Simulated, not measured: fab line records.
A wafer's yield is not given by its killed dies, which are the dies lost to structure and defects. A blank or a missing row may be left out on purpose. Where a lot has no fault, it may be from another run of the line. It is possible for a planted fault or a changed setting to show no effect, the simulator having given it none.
fab line records | flow sky130
[record] lots = 6 wafers = 18 last_day = 49
route steps=708 shown FIELD_ISO@1 PAD_OPEN@708
lots untouched by any fault: they come from a run of this same line in which no faults occurred
start_h: hours from the record's opening day to when the first of the lot's shown wafers began | wait_h: hours elapsed since this lot's preceding step | " the same as in the row above | L1.1+2: a row that stands for several wafers | - no value, or no start given | * or withheld: withheld | < > ~ a bound
route shown NAME@n: a module of which the file shows steps, and the number in the route of the first | usual: mean/standard deviation of fault-free wafers | same: alike in all rows | chamber/n: place in a boat | sites: each site's reading | _std_site: standard deviation of those values | _edge_site: inner sites' mean taken away from outer sites' mean | radius_mm: how far each site lies from the wafer's centre | mask NAME#n: copy n | behind: the most recent tool/chamber to have shaped the wafer | hold: why the lot went on hold/how many hours it stayed there/how the hold came to an end | device: transistor that didn't switch, given as n, p or np | end of line: the same wafers' tests at the end of the route | where a step has no rows: the recipe by itself | killed: at the first sort, the dies lost to defects and structure; wafer yield is something else | map: shows each die of a wafer: x if killed, . if not, _ if none is there
set.NAME: the setting the step ran with; set.NAME@STEP: the setting that earlier step ran with | model.NAME: the simulator's own value behind a step, which no gauge read
a table for each step, a row for each wafer; lots at some steps of the route
services: when a tool's chamber went out of use (start_h, in hours from the record's first day, below 0 if earlier), for how many hours, and the reason
[[steps]]
[step SKY_FIELD_ISO_BOW_MEAS_00]
[recipe] mode = bow
[usual] INCOMING_BOW = 0/6.7
// columns lot.wafer tool chamber start_h wait_h INCOMING_BOW[um]
L243.4 film_metro-03 - 10.06 - -5
L243.5 " - " " -2
L243.6 " - " " 3
L244.1 film_metro-02 - 15.00 - -9
L244.4 " - " " -6
L244.5 " - " " 0
L252.3 film_metro-03 - 55.04 - 9
L252.4 " - " " 7
L252.6 " - " " 2
L254.4 film_metro-02 - 65.08 - 2
L254.5 " - " " 5
L254.6 " - " " -6
L257.2 film_metro-03 - 80.02 - -2
L257.4 " - " " -4
L257.5 " - " " -18
L259.2 film_metro-02 - 90.02 - 8
L259.5 " - " " -5
L259.6 " - " " -5
[step SKY_FIELD_ISO_OXIDATION_01]
[recipe] temp_c = 900 ambient = O2 stabilise_s = 600 purge_s = 300 target_thk_a = 120 ox_time_s = 1843
[step SKY_FIELD_ISO_THK_MEAS_02]
[recipe] reads = SiO2_of_FIELD_ISO_OXIDATION_01
[usual] FIELD_ISO_OXIDATION_00_THK = 11.93/0.23
// columns lot.wafer tool chamber start_h wait_h FIELD_ISO_OXIDATION_00_THK[nm]
L243.4 film_metro-02 - 11.66 0.0 11.42
L243.5 " - " " 11.43
L243.6 " - " " 11.66
L244.1 film_metro-01 - 17.27 0.0 11.79
L244.4 " - " " 11.88
L244.5 " - " " 11.87
L252.3 film_metro-03 - 57.38 0.0 11.95
L252.4 " - " " 11.81
L252.6 " - " " 12.03
L254.4 film_metro-03 - 68.00 0.0 11.95
L254.5 " - " " 11.83
L254.6 " - " " 11.85
L257.2 film_metro-01 - 83.00 0.0 11.99
L257.4 " - " " 11.83
L257.5 " - " " 11.84
L259.2 film_metro-01 - 93.12 0.0 11.60
L259.5 " - " " 11.79
L259.6 " - " " 11.73
[step SKY_FIELD_ISO_CVD_03]
[recipe] material = Si3N4 precursor = DCS/NH3 target_thk_nm = 165 temp_c = 770 time_s = 2830 pressure_mtorr = 250
[step SKY_FIELD_ISO_THK_MEAS_04]
[recipe] reads = Si3N4_of_FIELD_ISO_CVD_03
[usual] FIELD_ISO_CVD_03_THK = 166.3/1.5
// columns lot.wafer tool chamber start_h wait_h FIELD_ISO_CVD_03_THK[nm]
L243.4 film_metro-02 - 13.51 0.0 165.0
L243.5 " - " " 163.9
L243.6 " - " " 163.5
L244.1 film_metro-02 - 34.87 0.0 166.2
L244.4 " - " " 166.0
L244.5 " - " " 166.5
L252.3 film_metro-03 - 59.23 0.0 168.8
L252.4 " - " " 168.0
L252.6 " - " " 167.6
L254.4 film_metro-03 - 69.85 0.0 167.4
L254.5 " - " " 167.4
L254.6 " - " " 168.2
L257.2 film_metro-02 - 84.85 0.0 166.7
L257.4 " - " " 163.1
L257.5 " - " " 165.7
L259.2 film_metro-02 - 97.33 0.0 166.0
L259.5 " - " " 165.6
L259.6 " - " " 166.0
[step SKY_FIELD_ISO_DEHYDRATE_05]
[recipe] temp_c = 200 time_s = 60
[step SKY_FIELD_ISO_HMDS_06]
[recipe] prime_time_s = 60 prime_temp_c = 120
[step SKY_FIELD_ISO_COAT_07]
[recipe] resist = BARC temp_c = withheld time_s = withheld spin_rpm = 3000 resist_thk_nm = 60
[step SKY_FIELD_ISO_COAT_08]
[recipe] resist = KrF-thick spin_rpm = 3000 resist_thk_nm = 450
[step SKY_FIELD_ISO_SOFTBAKE_09]
[recipe] temp_c = 100 time_s = 90 resist = KrF-thick
[step SKY_FIELD_ISO_EXPOSE_10]
[recipe] mask_id = FOM na = 0.68 source_shape = annular sigma_inner = 0.4 sigma_outer = 0.8 target_cd_nm = 150 dose_mj = 27.73
[usual] exposure_dose_mJ_cm2 = 27.989/0.027 focus_offset_nm = -0.1/0.47
// columns lot.wafer tool chamber start_h wait_h mask exposure_dose_mJ_cm2 focus_offset_nm
L243.4 krf_scanner-01 0 20.44 - FOM#0 28.024 -0.6
L243.5 " 0 " " FOM#0 28.025 -0.2
L243.6 " 0 " " FOM#0 28.018 -0.6
L244.1 krf_scanner-02 0 42.40 - FOM#0 27.998 0.4
L244.4 " 0 " " FOM#0 27.961 0.4
L244.5 " 0 " " FOM#0 27.959 0.3
L252.3 krf_scanner-01 0 68.02 - FOM#0 28.021 -0.2
L252.4 " 0 " " FOM#0 28.001 0.0
L252.6 " 0 " " FOM#0 27.989 0.2
L254.4 krf_scanner-02 0 76.94 - FOM#0 27.821 0.2
L254.5 " 0 " " FOM#0 27.870 0.0
L254.6 " 0 " " FOM#0 27.873 0.0
L257.2 krf_scanner-02 0 93.50 - FOM#0 27.791 -0.6
L257.4 " 0 " " FOM#0 27.803 -0.6
L257.5 " 0 " " FOM#0 27.775 -0.2
L259.2 krf_scanner-01 0 106.48 - FOM#0 28.020 0.4
L259.5 " 0 " " FOM#0 27.990 0.2
L259.6 " 0 " " FOM#0 28.004 0.5
[step SKY_FIELD_ISO_PEB_11]
[recipe] peb_temp_c = withheld peb_time_s = withheld resist = KrF-thick
[step SKY_FIELD_ISO_DEVELOP_12]
[recipe] develop_time_s = 60 resist = KrF-thick dev_temp_c = 21
[step SKY_FIELD_ISO_CD_MEAS_13]
[recipe] target_cd_nm = 150
[usual] cd_nm = 149.8/1.4
// columns lot.wafer tool chamber start_h wait_h cd_nm
L243.4 cd_sem-02 - 27.27 - 151.6
L243.5 " - " " 152.0
L243.6 " - " " 152.5
L244.1 cd_sem-01 - 50.46 - 148.2
L244.4 " - " " 150.8
L244.5 " - " " 150.4
L252.3 cd_sem-02 - 74.60 - 149.1
L252.4 " - " " 148.7
L252.6 " - " " 149.1
L254.4 cd_sem-02 - 85.52 - 143.7
L254.5 " - " " 150.4
L254.6 " - " " 149.5
L257.2 cd_sem-01 - 102.29 - 140.6
L257.4 " - " " 146.5
L257.5 " - " " 145.2
L259.2 cd_sem-01 - 114.78 - 150.6
L259.5 " - " " 150.5
L259.6 " - " " 149.1
[step SKY_FIELD_ISO_ETCH_14]
[recipe] chemistry = N2/H2 target = BARC ion_energy_ev = 200 source_w = 500 bias_w = 100 pressure_mtorr = 30 n2_flow_sccm = 100 h2_flow_sccm = 200 stop_on = SiO2 time_s = 45.9 target_depth_a = 600
[usual] drypump_motor_current_A = 5.7/0.53 h2_flow_sccm = 200.1/0.53 oes_product_au = 0.855/0.0046 throttle_valve_pct = 13.224/0.0087
[same] time_s = 45.9
// columns lot.wafer tool chamber start_h wait_h drypump_motor_current_A h2_flow_sccm oes_product_au rf_hours_counter_h throttle_valve_pct model.FIELD_ISO.cd_nm
L243.4 rie_diel-04 2 27.35 0.1 5.7 199.9 0.852 - 13.229 152
L243.5 " 0 " " 5.5 200.6 0.852 - 13.235 152.1
L243.6 " 3 " " 6.6 200.3 0.849 - 13.219 152.2
L244.1 rie_diel-04 2 50.58 0.1 5.7 200.1 0.856 99 13.238 147.6
L244.4 " 3 " " 6.6 200.4 0.851 31 13.218 150.8
L244.5 " 1 " " 5.9 200.8 0.860 - 13.226 150.3
L252.3 rie_diel-04 2 74.68 0.1 5.7 199.5 0.856 100 13.225 148.6
L252.4 " 0 " " 5.5 198.7 0.859 104 13.218 148.3
L252.6 " 3 " " 6.6 199.9 0.847 - 13.201 149.5
L254.4 rie_diel-01 3 85.58 0.0 6.0 200.3 0.863 143 13.231 144.6
L254.5 " 3 " " 6.0 200.4 0.849 - 13.231 151.1
L254.6 " 2 " " 4.8 199.5 0.857 - 13.229 150.4
L257.2 rie_diel-03 0 102.39 0.1 5.4 200.4 0.860 8 13.231 140.7
L257.4 " 1 " " 5.2 200.2 0.859 - 13.222 146.4
L257.5 " 0 " " 5.4 200.0 0.861 - 13.223 144.9
L259.2 rie_diel-04 0 114.88 0.1 5.5 200.0 0.853 105 13.220 150.3
L259.5 " 1 " " 5.9 200.3 0.852 - 13.216 150.5
L259.6 " 2 " " 5.6 200.9 0.860 - 13.228 150
[step SKY_FIELD_ISO_ETCH_15]
[recipe] chemistry = CHF3/O2 target_depth_nm = 180 stop_on = Si source_w = 600 bias_w = 200 pressure_mtorr = 40 chf3_flow_sccm = 50 O2_flow_sccm = 5 time_s = 72
[usual] drypump_motor_current_A = 5.7/0.53 oes_product_au = 0.950/0.007 throttle_valve_pct = 8.846/0.0091
[same] time_s = 72
// columns lot.wafer tool chamber start_h wait_h drypump_motor_current_A oes_product_au rf_hours_counter_h throttle_valve_pct
L243.4 rie_diel-04 2 27.40 0.0 5.6 0.946 - 8.862
L243.5 " 0 " " 5.5 0.949 - 8.833
L243.6 " 3 " " 6.6 0.940 - 8.866
L244.1 rie_diel-04 2 50.62 0.0 5.6 0.951 99 8.853
L244.4 " 3 " " 6.6 0.946 31 8.848
L244.5 " 1 " " 6.0 0.946 - 8.845
L252.3 rie_diel-04 2 74.72 0.0 5.7 0.956 100 8.855
L252.4 " 0 " " 5.4 0.958 104 8.844
L252.6 " 3 " " 6.6 0.953 - 8.857
L254.4 rie_diel-01 3 85.62 0.0 5.9 0.955 143 8.853
L254.5 " 3 " " 6.0 0.953 - 8.840
L254.6 " 2 " " 4.7 0.955 - 8.834
L257.2 rie_diel-03 0 102.43 0.0 5.4 0.947 8 8.858
L257.4 " 1 " " 5.2 0.938 - 8.850
L257.5 " 0 " " 5.5 0.946 - 8.845
L259.2 rie_diel-04 0 114.92 0.0 5.5 0.950 105 8.842
L259.5 " 1 " " 5.9 0.945 - 8.840
L259.6 " 2 " " 5.6 0.945 - 8.830
[step SKY_FIELD_ISO_STRIP_16]
[recipe] chemistry = O2/N2 power_w = 1400 pressure_mtorr = 1500 platen_temp_c = withheld o2_flow_sccm = 3000 n2_flow_sccm = 300 overash_fraction = 0.5
[usual] drypump_motor_current_A = 5.6/0.48 oes_product_au = 0.377/0.0046 strip_time_to_endpoint_s = 3.54/0.031
// columns lot.wafer tool chamber start_h wait_h drypump_motor_current_A oes_product_au rf_hours_counter_h strip_time_to_endpoint_s
L243.4 plasma_asher-02 0 27.46 0.0 5.8 0.371 - 3.50
L243.5 " 0 " " 5.7 0.389 - 3.58
L243.6 " 1 " " 4.9 0.377 - 3.54
L244.1 plasma_asher-03 1 50.68 0.0 5.5 0.370 24 3.48
L244.4 " 0 " " 6.5 0.370 - 3.53
L244.5 " 1 " " 5.4 0.382 - 3.55
L252.3 plasma_asher-01 1 74.81 0.1 6.0 0.385 - 3.54
L252.4 " 0 " " 5.5 0.375 - 3.53
L252.6 " 1 " " 5.9 0.386 - 3.55
L254.4 plasma_asher-02 0 85.71 0.1 5.7 0.372 - 3.52
L254.5 " 0 " " 5.7 0.374 - 3.48
L254.6 " 1 " " 4.9 0.374 - 3.54
L257.2 plasma_asher-03 1 102.49 0.0 5.5 0.386 29 3.54
L257.4 " 1 " " 5.5 0.372 - 3.55
L257.5 " 1 " " 5.5 0.378 - 3.54
L259.2 plasma_asher-01 0 114.98 0.0 5.5 0.378 42 3.53
L259.5 " 0 " " 5.5 0.378 - 3.52
L259.6 " 1 " " 5.9 0.375 - 3.48
[step SKY_FIELD_ISO_ETCH_17]
[recipe] target_depth_a = 3420 mask_material = Si3N4 chemistry = HBr/Cl2/O2 target = Si taper_deg = 5 icp_w = 600 bias_w = 150 pressure_mtorr = 15 HBr_flow_sccm = 150 Cl2_flow_sccm = 40 O2_flow_sccm = 6 time_s = 97.7
[usual] drypump_motor_current_A = 5.7/0.41 oes_product_au = 1.003/0.0076 throttle_valve_pct = 25.653/0.01
[same] time_s = 97.7
// columns lot.wafer tool chamber start_h wait_h drypump_motor_current_A oes_product_au rf_hours_counter_h throttle_valve_pct model.FIELD_ISO.cd_nm
L243.4 rie_si-01 2 27.53 0.0 5.8 1.008 162 25.652 152.5
L243.5 " 3 " " 6.1 1.000 - 25.654 151.6
L243.6 " 0 " " 5.4 1.001 - 25.662 152.1
L244.1 rie_si-01 3 50.78 0.1 6.1 1.016 70 25.648 148.1
L244.4 " 2 " " 5.8 0.992 0 25.655 151.4
L244.5 " 3 " " 6.1 1.006 - 25.640 149.9
L252.3 rie_si-02 2 74.88 0.0 6.1 1.012 133 25.648 148.5
L252.4 " 1 " " 5.4 1.006 126 25.662 148.2
L252.6 " 2 " " 6.1 1.017 - 25.650 149.3
L254.4 rie_si-02 0 85.78 0.0 6.2 1.002 146 25.653 145.1
L254.5 " 3 " " 5.6 0.997 - 25.659 152
L254.6 " 0 " " 6.2 1.002 - 25.653 150.7
L257.2 rie_si-01 3 102.59 0.1 6.1 1.005 70 25.653 140.8
L257.4 " 2 " " 5.8 0.990 1 25.646 146.3
L257.5 " 3 " " 6.1 1.000 - 25.655 145.1
L259.2 rie_si-01 3 115.08 0.1 6.1 1.008 70 25.656 150.7
L259.5 " 3 " " 6.1 1.013 - 25.660 150.3
L259.6 " 2 " " 5.8 1.001 - 25.651 150.6
[step SKY_FIELD_ISO_WET_ETCH_18]
[recipe] chemistry = H3PO4 target_depth_nm = 25 temp_c = 160 target = Si3N4 time_s = 286
[step SKY_PAD_OPEN_PROBE_99]
[usual] killed_at_M0_to_M3 = 44/6.8 killed_at_M4_up = 2.9/1.9 killed_at_contacts = 24/5.2 killed_at_front_end = 16/4.1 killed_at_other = 0.4/0.74 killed_dies = 88/9.1 killed_on_rim = 17/4 killed_open = 48/7.2 killed_short = 39/5.6
[same] gross_dies = 492 killed_at_back_side = 0
// columns lot.wafer tool chamber start_h wait_h killed_at_M0_to_M3 killed_at_M4_up killed_at_contacts killed_at_front_end killed_at_other killed_dies killed_on_rim killed_open killed_short model.etest.res_pdiff.line_ohm_um model.etest.res_ndiff.line_ohm_um model.etest.res_ndiff.width_nm model.etest.res_pdiff.width_nm
L243.4 prober-02 - 1069.83 0.2 34 1 15 12 1 63 17 32 31 1364 754 159.3 146.6
L243.5 prober-02 - 1069.88 0.2 39 5 20 13 1 78 19 40 38 1359 765.4 158.3 144.9
L243.6 prober-02 - 1069.93 0.2 41 5 15 7 0 68 13 37 30 1344 745.5 158.3 146.3
L244.1 prober-01 - 1092.90 0.1 31 9 18 12 0 70 17 39 31 1341 775 155.2 142.4
L244.4 prober-01 - 1093.05 0.2 56 2 22 13 0 93 18 54 39 1307 762.4 158.6 144.8
L244.5 prober-01 - 1093.10 0.2 42 4 21 24 0 91 17 45 46 1327 764.1 156.5 143.6
L252.3 prober-02 - 1132.05 0.2 39 1 19 16 0 75 15 41 34 1374 770.9 155.2 142.5
L252.4 prober-02 - 1132.10 0.2 34 2 32 14 0 82 18 42 39 1407 769.6 154.8 142.3
L252.6 prober-02 - 1132.20 0.2 42 1 18 18 0 79 11 42 37 1374 758.3 155.9 142.1
L254.4 prober-01 - 1133.43 0.2 42 4 22 12 0 80 16 51 29 1439 781.6 152 138.9
L254.5 prober-01 - 1133.48 0.2 45 4 22 9 0 80 23 37 43 1368 760.2 158.2 146
L254.6 prober-01 - 1133.53 0.2 38 8 29 10 2 87 21 47 40 1368 770.8 157.7 144.3
L257.2 prober-02 - 1153.39 0.1 37 1 33 20 0 91 23 53 37 1475 809.3 147.3 134.9
L257.4 prober-02 - 1153.49 0.2 43 0 20 17 0 80 11 55 25 1426 774.5 152.9 139.6
L257.5 prober-02 - 1153.54 0.2 43 3 29 10 0 85 11 47 38 1415 782 152.4 138.4
L259.2 prober-02 - 1166.42 0.1 50 1 27 9 1 88 17 50 38 1377 769.3 157.3 144
L259.5 prober-02 - 1166.57 0.2 45 5 24 16 0 90 19 51 39 1394 781.9 157.1 144.1
L259.6 prober-02 - 1166.62 0.2 36 3 29 21 0 89 18 42 47 1368 782.2 157.9 144.8
// killed by level:class
L243.4 CONTACT:geometric_particle:open=8 VIA1:geometric_particle:open=6 VIA2:geometric_particle:short=6 FIELD_ISO:geometric_particle:short=5 VIA3:geometric_particle:open=5 LI_CONTACT:geometric_particle:open=4 VIA1:geometric_particle:short=3 VIA2:geometric_particle:open=3
L243.5 VIA1:geometric_particle:open=10 CONTACT:geometric_particle:open=8 METAL1:geometric_particle:short=7 LI_CONTACT:geometric_particle:open=6 VIA2:geometric_particle:open=5 METAL2:geometric_particle:short=5 METAL4:geometric_particle:short=4 SPACER:geometric_particle:short=3
L243.6 VIA1:geometric_particle:open=12 CONTACT:geometric_particle:open=8 METAL2:geometric_particle:short=7 VIA3:geometric_particle:open=7 CONTACT:geometric_particle:short=4 VIA1:geometric_particle:short=3 VIA2:geometric_particle:open=3 VIA3:geometric_particle:short=3
L244.1 VIA1:geometric_particle:open=12 CONTACT:geometric_particle:open=6 METAL4:geometric_particle:short=6 LI_CONTACT:geometric_particle:open=5 SPACER:geometric_particle:short=4 FIELD_ISO:geometric_particle:short=3 POLY_GATE:geometric_particle:open=3 LOCAL_INTERCONNECT:geometric_particle:open=3
L244.4 METAL1:geometric_particle:short=14 VIA1:geometric_particle:open=13 VIA2:geometric_particle:open=10 LI_CONTACT:geometric_particle:open=8 VIA3:geometric_particle:open=7 POLY_GATE:geometric_particle:short=5 METAL2:geometric_particle:short=5 CONTACT:geometric_particle:short=4
L244.5 VIA1:geometric_particle:open=11 FIELD_ISO:geometric_particle:open=8 VIA1:geometric_particle:short=6 LI_CONTACT:geometric_particle:open=6 FIELD_ISO:geometric_particle:short=5 LI_CONTACT:geometric_particle:short=5 POLY_GATE:geometric_particle:open=4 VIA2:geometric_particle:short=4
L252.3 VIA3:geometric_particle:open=9 VIA1:geometric_particle:open=9 LI_CONTACT:geometric_particle:open=6 METAL1:geometric_particle:short=5 FIELD_ISO:geometric_particle:short=4 VIA1:geometric_particle:short=4 CONTACT:geometric_particle:open=4 POLY_GATE:geometric_particle:open=3
L252.4 CONTACT:geometric_particle:open=15 VIA1:geometric_particle:open=7 LI_CONTACT:geometric_particle:open=7 FIELD_ISO:geometric_particle:short=6 METAL1:geometric_particle:short=5 LOCAL_INTERCONNECT:geometric_particle:short=5 VIA3:geometric_particle:open=5 VIA2:geometric_particle:open=4
L252.6 VIA1:geometric_particle:open=9 LI_CONTACT:geometric_particle:open=6 LOCAL_INTERCONNECT:geometric_particle:short=6 VIA2:geometric_particle:open=6 VIA3:geometric_particle:open=6 FIELD_ISO:geometric_particle:open=5 METAL2:geometric_particle:short=5 FIELD_ISO:geometric_particle:short=4
L254.4 VIA3:geometric_particle:open=12 CONTACT:geometric_particle:open=10 VIA1:geometric_particle:open=7 VIA2:geometric_particle:open=5 LI_CONTACT:geometric_particle:open=4 METAL2:geometric_particle:short=4 FIELD_ISO:geometric_particle:open=3 FIELD_ISO:geometric_particle:short=3
L254.5 CONTACT:geometric_particle:open=8 VIA2:geometric_particle:open=7 CONTACT:geometric_particle:short=6 METAL2:geometric_particle:short=6 VIA3:geometric_particle:open=6 VIA1:geometric_particle:short=5 VIA3:geometric_particle:short=5 METAL1:geometric_particle:short=4
L254.6 CONTACT:geometric_particle:open=15 LI_CONTACT:geometric_particle:open=7 METAL2:geometric_particle:short=7 FIELD_ISO:geometric_particle:open=5 VIA2:geometric_particle:short=5 METAL4:geometric_particle:short=5 METAL1:geometric_particle:short=4 VIA1:geometric_particle:short=4
L257.2 CONTACT:geometric_particle:open=14 LI_CONTACT:geometric_particle:open=9 FIELD_ISO:geometric_particle:open=8 VIA1:geometric_particle:open=7 METAL1:geometric_particle:short=6 METAL3:geometric_particle:short=5 VIA3:geometric_particle:open=4 LOCAL_INTERCONNECT:geometric_particle:short=4
L257.4 VIA1:geometric_particle:open=18 CONTACT:geometric_particle:open=12 VIA3:geometric_particle:open=9 FIELD_ISO:geometric_particle:open=4 POLY_GATE:geometric_particle:open=4 POLY_GATE:geometric_particle:short=4 METAL1:geometric_particle:short=4 VIA1:geometric_particle:short=4
L257.5 VIA3:geometric_particle:open=12 VIA1:geometric_particle:open=12 CONTACT:geometric_particle:open=8 LI_CONTACT:geometric_particle:open=6 LOCAL_INTERCONNECT:geometric_particle:short=6 METAL1:geometric_particle:short=6 POLY_GATE:geometric_particle:short=5 LI_CONTACT:geometric_particle:short=5
L259.2 CONTACT:geometric_particle:open=12 VIA2:geometric_particle:open=10 VIA1:geometric_particle:open=10 LI_CONTACT:geometric_particle:open=7 VIA1:geometric_particle:short=6 LOCAL_INTERCONNECT:geometric_particle:short=5 METAL1:geometric_particle:short=5 METAL2:geometric_particle:short=5
L259.5 CONTACT:geometric_particle:open=12 VIA1:geometric_particle:open=8 METAL2:geometric_particle:short=8 LOCAL_INTERCONNECT:geometric_particle:short=7 POLY_GATE:geometric_particle:open=6 VIA3:geometric_particle:open=6 FIELD_ISO:geometric_particle:open=5 VIA2:geometric_particle:short=5
L259.6 LI_CONTACT:geometric_particle:open=9 VIA1:geometric_particle:open=8 POLY_GATE:geometric_particle:short=6 CONTACT:geometric_particle:short=6 METAL3:geometric_particle:short=6 VIA2:geometric_particle:short=6 POLY_GATE:geometric_particle:open=5 LOCAL_INTERCONNECT:geometric_particle:short=5
[[services]]
// columns tool chamber start_h hours kind
rie_si-01 - 9.07 0.2 repair
rie_diel-04 1 17.22 - clean
rie_diel-04 1 17.22 20.0 scheduled_down
rie_diel-04 1 17.22 20.0 vent_cycle
krf_scanner-02 - 21.89 0.8 pm
krf_scanner-02 - 28.21 1.0 pm
rie_si-01 2 28.24 - clean
rie_si-01 2 28.24 18.5 scheduled_down
rie_si-01 2 28.24 18.5 vent_cycle
rie_diel-03 1 28.58 4.4 repair
krf_scanner-02 0 40.09 - calibration
rie_si-01 - 45.80 0.6 repair
krf_scanner-01 - 57.42 1.3 pm
rie_si-01 0 65.01 7.3 repair
krf_scanner-02 - 67.42 1.3 pm
krf_scanner-01 - 68.81 0.8 pm
rie_si-02 - 92.08 2.8 pm
rie_si-02 0 97.55 - clean
rie_si-02 0 97.55 15.1 scheduled_down
rie_diel-03 2 101.16 13.3 repair
rie_diel-01 1 105.45 15.8 repair
rie_si-01 - 105.56 0.6 repair
plasma_asher-02 - 108.75 9.0 pm
plasma_asher-03 - 114.12 0.9 repair
[[key]]
[first_sign] step = SKY_FIELD_ISO_EXPOSE_10 reading = exposure_dose_mJ_cm2 direction = down sigmas = 6.1 usual = * struck = *
[effect] step = SKY_FIELD_ISO_CD_MEAS_13 reading = cd_nm direction = down sigmas = 2.7 usual = 149.8 struck = 146.0 wafers_moved = 3 through = control_loop
[model_effect] step = SKY_FIELD_ISO_ETCH_14 value = FIELD_ISO.cd_nm without = 150.3 struck = 146.3
[model_effect] step = SKY_FIELD_ISO_ETCH_17 value = FIELD_ISO.cd_nm without = 150.6 struck = 146.7
[model_effect] step = SKY_PAD_OPEN_PROBE_99 value = etest.res_pdiff.line_ohm_um without = 1376 struck = 1415
met_at SKY_FIELD_ISO_EXPOSE_10
struck_wafers L254.4,L254.5,L254.6,L257.2,L257.4,L257.5
tester_left_out L254,L257
[loop_trim] step = SKY_FIELD_ISO_EXPOSE_10 setting = dose lots = L254,L257
onset_between 42.40 76.94
[fault] kind = process_parameter_drift tool = krf_scanner-02 chamber = - onset_h = 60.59 steps = SKY_FIELD_ISO_EXPOSE_10 channel = focus_nm offset = 110.43 spread_by_wafer = 0.3 shape = step end_h = 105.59
// tester_left_out: of these lots the tester's yield and bins aren't shown, on N5 and GAA mostly nor the transistor test; their killed dies are dies lost to structure and defects alone, not to doping, threshold or leakage, so they don't give the yield
// loop_trim: a control loop set the setting to another value than it would have without faults
